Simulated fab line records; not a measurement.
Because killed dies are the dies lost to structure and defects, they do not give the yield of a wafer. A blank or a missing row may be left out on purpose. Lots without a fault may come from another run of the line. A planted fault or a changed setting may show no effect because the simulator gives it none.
The same fault as seen by 2 desks || flow gf180mcu || what lay behind the numbers comes last; until then each desk has only its own

== AT THE TOOL OWNER'S DESK: hdpcvd-01 ==
The tool's own readings at GF_V4_CVD_00 (deposits SiO2, target thk 600 nm, time 100 s): means of the sampled wafers that have a number, for each lot that ran on this tool. Marked OUT: a lot whose mean sits more than 4 standard deviations from the usual mean, which makes it out of limits; the brackets give that distance.
Columns: A = susceptor-temp-C at GF_V4_CVD_00, usual 399.95 C
{"lot": "L758", "first seen here": "day 24 08:44", "A": 399.90}
{"lot": "L760", "first seen here": "day 24 22:28", "A": 399.82}
{"lot": "L761", "first seen here": "day 25 06:58", "A": 399.74}
{"lot": "L762", "first seen here": "day 25 16:34", "A": 399.86}
{"lot": "L763", "first seen here": "day 26 03:47", "A": 399.95}
{"lot": "L764", "first seen here": "day 26 09:12", "A": 399.81}
{"lot": "L766", "first seen here": "day 26 22:38", "A": 399.95}
{"lot": "L769", "first seen here": "day 27 21:00", "A": 400.01}
{"lot": "L772", "first seen here": "day 28 16:40", "A": 399.97}
{"lot": "L776", "first seen here": "day 29 16:08", "A": 400.09}
This desk found nothing out of limits on any of the 10 lots.

== AT THE METROLOGY DESK ==
Means of the sampled wafers that have a number, per lot and without regard to the tool the lot ran on: this is what the gauges read. Marked OUT: a lot whose mean sits more than 4 standard deviations from the usual mean, which makes it out of limits; the brackets give that distance.
Columns: A = cd-nm at GF_M5_CD_MEAS_07, usual 280.0 nm
{"lot": "L756", "first seen here": "day 26 08:02", "A": 278.0}
{"lot": "L758", "first seen here": "day 27 01:45", "A": 279.1}
{"lot": "L760", "first seen here": "day 27 15:38", "A": 279.5}
{"lot": "L761", "first seen here": "day 27 23:32", "A": 279.2}
{"lot": "L762", "first seen here": "day 28 06:58", "A": 279.9}
{"lot": "L763", "first seen here": "day 28 17:20", "A": 280.0}
{"lot": "L764", "first seen here": "day 28 23:12", "A": 281.0}
{"lot": "L765", "first seen here": "day 29 03:42", "A": 279.3}
{"lot": "L766", "first seen here": "day 29 13:01", "A": 280.2}
{"lot": "L768", "first seen here": "day 30 04:08", "A": 280.4}
{"lot": "L769", "first seen here": "day 30 08:36", "A": 280.4}
{"lot": "L772", "first seen here": "day 31 04:06", "A": 277.7}
{"lot": "L776", "first seen here": "day 32 00:01", "A": 279.7}
This desk found nothing out of limits on any of the 13 lots.

== PUT TOGETHER ==
Nothing out of limits was seen by the tool owner's desk.
Nothing out of limits was seen by the metrology desk.

== WHAT WAS PUT IN BY THE SIMULATOR ==
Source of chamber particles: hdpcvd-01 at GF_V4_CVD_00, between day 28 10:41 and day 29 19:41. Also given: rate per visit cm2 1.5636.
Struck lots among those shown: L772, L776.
